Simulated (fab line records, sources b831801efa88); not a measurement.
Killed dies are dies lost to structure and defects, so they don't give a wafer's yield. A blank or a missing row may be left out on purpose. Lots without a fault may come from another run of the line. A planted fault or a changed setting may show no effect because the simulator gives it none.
A struck lot beside a sound one | flow sky130 | 21 steps out of a route of 708
Sound: wafers L115.2, L115.3, L115.4. Struck: wafers L126.2, L126.3, L126.5. The cause comes at the end.
At each step with rows: each side's tool, then ch and its chambers, then its first start. Under that, the readings that differ: sound wafers | struck wafers | difference of the means | sigmas: that difference in standard deviations of wafers without a fault.
alike: readings whose means differ by less than 2 such deviations, and words and numbers that are the same on both sides. not compared: withheld readings, readings that some wafer has no value for, bounds like >300 that may hide the same value, and numbers for which the record gives no deviation and whose values overlap.
The two part at a step that has a row with sigmas, a row that says differs or no value, or rows on one side only. Numbers that don't overlap but have no deviation are shown without sigmas and don't part them. A reading that every wafer of one side lacks parts them only if that side has two wafers or more.

first, 5 steps without rows for these wafers: SKY_SD_P_COAT_02 (resist thk 1140 nm); SKY_SD_P_SOFTBAKE_03 (time 60 s); SKY_SD_P_EXPOSE_04 (exposes mask PSDM, target cd 380 nm); SKY_SD_P_PEB_05; SKY_SD_P_DEVELOP_06 (develop time 60 s).
SKY_SD_P_CD_MEAS_07: target cd 380 nm.
  sound on cd_sem-01, day 28 20:46; struck on cd_sem-01, day 32 03:23
  alike: cd_nm
SKY_SD_P_OVL_MEAS_08:
  sound on overlay-02, day 28 20:52; struck on overlay-01, day 32 03:30
  alike: SD_P_OVL
then, 1 step without rows for these wafers: SKY_SD_P_IMPLANT_09.
SKY_SD_P_STRIP_10: strips in O2/N2.
  sound on plasma_asher-04 ch 0,1, day 28 21:02; struck on plasma_asher-04 ch 0,1, day 32 03:41
  alike: drypump_motor_current_A, oes_product_au, strip_time_to_endpoint_s
  not compared: rf_hours_counter_h
SKY_SD_P_TW_MEAS_11:
  sound on film_metro-04, day 28 21:09; struck on film_metro-02, day 32 03:47
  reading | sound          | struck         | difference | sigmas
  SD_P_TW | 2853 2852 2842 | 2770 2763 2783 | -77        | -2
then, 2 steps without rows for these wafers: SKY_RES_XHIGH_DEHYDRATE_00 (time 60 s); SKY_RES_XHIGH_HMDS_01 (prime time 62.52 s).
SKY_RES_XHIGH_COAT_02: resist thk 1140 nm.
  sound on litho_track-04 ch 0, day 29 11:08; struck on litho_track-02 ch 0, day 32 16:37
  reading                                        | sound          | struck            | difference | sigmas
  model.NOVOLAK_of_RES_XHIGH_COAT_02.thk_nm (nm) | 1139 1137 1137 | 513.6 514.7 514.5 | -623.4     |
then, 3 steps without rows for these wafers: SKY_RES_XHIGH_SOFTBAKE_03 (time 60 s); SKY_RES_XHIGH_EXPOSE_04 (exposes mask URPM, target cd 1270 nm); SKY_RES_XHIGH_PEB_05.
SKY_RES_XHIGH_DEVELOP_06: develop time 60 s.
  sound on litho_track-01 ch 0, day 30 01:25; struck on litho_track-02 ch 0, day 33 06:04
  reading                                        | sound          | struck            | difference | sigmas
  model.NOVOLAK_of_RES_XHIGH_COAT_02.thk_nm (nm) | 1139 1137 1137 | 513.2 514.3 514.1 | -623.8     |
then, 1 step without rows for these wafers: SKY_RES_XHIGH_IMPLANT_07.
SKY_RES_XHIGH_STRIP_08: strips in O2/N2.
  sound on plasma_asher-01 ch 0,1, day 30 01:41; struck on plasma_asher-02 ch 0, day 33 06:20
  reading                      | sound             | struck            | difference | sigmas
  oes_product_au (a.u.)        | 0.707 0.711 0.702 | 0.523 0.522 0.514 | -0.187     | -43
  strip_time_to_endpoint_s (s) | 14.25 14.24 14.24 | 6.94 6.95 6.94    | -7.30      | -99 or more
  alike: drypump_motor_current_A
  not compared: rf_hours_counter_h
SKY_RES_XHIGH_TW_MEAS_09:
  sound on film_metro-01, day 30 01:48; struck on film_metro-04, day 33 06:27
  alike: RES_XHIGH_TW
then, 1 step without rows for these wafers: SKY_PAD_OPEN_PROBE_99.

WHERE THEY PART
First at SKY_SD_P_TW_MEAS_11; last, within this record, at SKY_RES_XHIGH_STRIP_08. Later steps at which nothing parts them and some readings are alike: SKY_RES_XHIGH_TW_MEAS_09.

WHY: what the simulator had put in
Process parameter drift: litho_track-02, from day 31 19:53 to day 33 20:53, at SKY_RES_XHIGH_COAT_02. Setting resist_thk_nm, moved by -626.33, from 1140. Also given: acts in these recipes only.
